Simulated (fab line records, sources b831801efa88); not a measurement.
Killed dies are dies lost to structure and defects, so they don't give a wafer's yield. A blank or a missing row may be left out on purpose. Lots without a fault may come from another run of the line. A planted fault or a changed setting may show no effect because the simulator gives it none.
A struck lot beside a sound one | flow sky130 | 17 steps out of a route of 708
Sound: wafers L373.1, L373.4, L373.6. Struck: wafers L383.1, L383.4, L383.6. The cause comes at the end.
At each step with rows: each side's tool, then ch and its chambers, then its first start. Under that, the readings that differ: sound wafers | struck wafers | difference of the means | sigmas: that difference in standard deviations of wafers without a fault.
alike: readings whose means differ by less than 2 such deviations, and words and numbers that are the same on both sides. not compared: withheld readings, readings that some wafer has no value for, bounds like >300 that may hide the same value, and numbers for which the record gives no deviation and whose values overlap.
The two part at a step that has a row with sigmas, a row that says differs or no value, or rows on one side only. Numbers that don't overlap but have no deviation are shown without sigmas and don't part them. A reading that every wafer of one side lacks parts them only if that side has two wafers or more.

first, 2 steps without rows for these wafers: SKY_NWELL_IMPLANT_12; SKY_NWELL_IMPLANT_13.
SKY_NWELL_STRIP_14: strips in O2/N2.
  sound on plasma_asher-03 ch 0,1, day 5 06:34; struck on plasma_asher-03 ch 0, day 7 17:46
  alike: drypump_motor_current_A, o2_flow_sccm, oes_product_au, strip_time_to_endpoint_s
  not compared: rf_hours_counter_h
SKY_NWELL_TW_MEAS_15:
  sound on film_metro-01, day 5 06:40; struck on film_metro-03, day 7 17:52
  alike: NWELL_TW
then, 7 steps without rows for these wafers: SKY_NWELL_DEHYDRATE_16 (time 60 s); SKY_NWELL_HMDS_17 (prime time 60 s); SKY_NWELL_COAT_18 (resist thk 3000 nm); SKY_NWELL_SOFTBAKE_19; SKY_NWELL_EXPOSE_20 (exposes mask NWM COMPLEMENT, target cd 840 nm); SKY_NWELL_PEB_21; SKY_NWELL_DEVELOP_22 (develop time 60 s).
SKY_NWELL_OVL_MEAS_23:
  sound on overlay-01, day 6 00:49; struck on overlay-01, day 8 14:02
  alike: NWELL_01_OVL
SKY_NWELL_IMPLANT_24:
  sound on implanter-03 ch 0, day 6 00:51; struck on implanter-03 ch 0, day 8 14:04
  reading            | sound                         | struck                           | difference  | sigmas
  dose_ions_cm2      | 9.202e+12 9.195e+12 9.199e+12 | 3.5384e+13 3.5384e+13 3.5379e+13 | +2.6184e+13 | +99 or more
  faraday_current_uA | 52.2 52.1 51.7                | 197.2 201.3 198.1                | +146.9      | +99 or more
SKY_NWELL_STRIP_25: strips in O2/N2.
  sound on plasma_asher-01 ch 0,1, day 6 01:00; struck on plasma_asher-03 ch 0,1, day 8 14:13
  alike: drypump_motor_current_A, o2_flow_sccm, oes_product_au, strip_time_to_endpoint_s
  not compared: rf_hours_counter_h
SKY_NWELL_TW_MEAS_26:
  sound on film_metro-03, day 6 01:06; struck on film_metro-03, day 8 14:19
  reading    | sound             | struck            | difference | sigmas
  NWELL_2_TW | 495.3 498.5 494.4 | 750.2 755.8 754.8 | +257.5     | +99 or more
then, 1 step without rows for these wafers: SKY_NWELL_CLEAN_27 (cleans in SC1/SC2, time 150 s).
-- the record jumps here: 41 days lie between the struck wafers' starts before and after (it left off in module NWELL and takes up again in module PAD_OPEN, whose first step shown is number 708 of the route) --
SKY_PAD_OPEN_PROBE_99:
  sound on prober-01, day 46 16:24; struck on prober-01, day 49 05:08
  reading                                    | sound                         | struck                       | difference | sigmas
  model.etest.pfet_16v.r_on_ohm_um           | 1.49e+04 1.515e+04 1.544e+04  | 9396 9473 9351               | -5757      |
  model.etest.nfet_16v.r_on_ohm_um           | 1.402e+04 1.387e+04 1.405e+04 | 1.58e+04 1.588e+04 1.568e+04 | +1.81e+03  |
  model.etest.res_iso_pwell.rs_ohm_sq        | 2723 2815 2924                | 1096 1182 1097               | -1696      |
  model.etest.res_pwell_under_gate.rs_ohm_sq | 2253 2280 2278                | 937.2 944.1 937.3            | -1330.8    |
  model.etest.res_iso_pwell.line_ohm_um      | 1018 1056 1106                | 396.7 429.4 397.1            | -652.3     |
  model.etest.tip_n_5v.rs_ohm_sq             | 1383 1394 1383                | 1624 1629 1629               | +241       |
  model.etest.res_nwell.line_ohm_um          | 1155 1172 1206                | 1361 1433 1393               | +218       |
  model.etest.res_deep_nwell.rs_ohm_sq       | 2264 2239 2238                | 2399 2368 2387               | +138       |
  alike: killed_at_M0_to_M3, killed_at_M4_up, killed_at_contacts, killed_at_front_end, killed_at_other, killed_dies, killed_open, killed_short

WHERE THEY PART
First at SKY_NWELL_IMPLANT_24; last, within this record, at SKY_NWELL_TW_MEAS_26. Later steps at which nothing parts them and some readings are alike: SKY_PAD_OPEN_PROBE_99.

WHY: what the simulator had put in
Process parameter drift: implanter-03, from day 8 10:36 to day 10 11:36, at SKY_NWELL_IMPLANT_24. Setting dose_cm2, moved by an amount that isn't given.
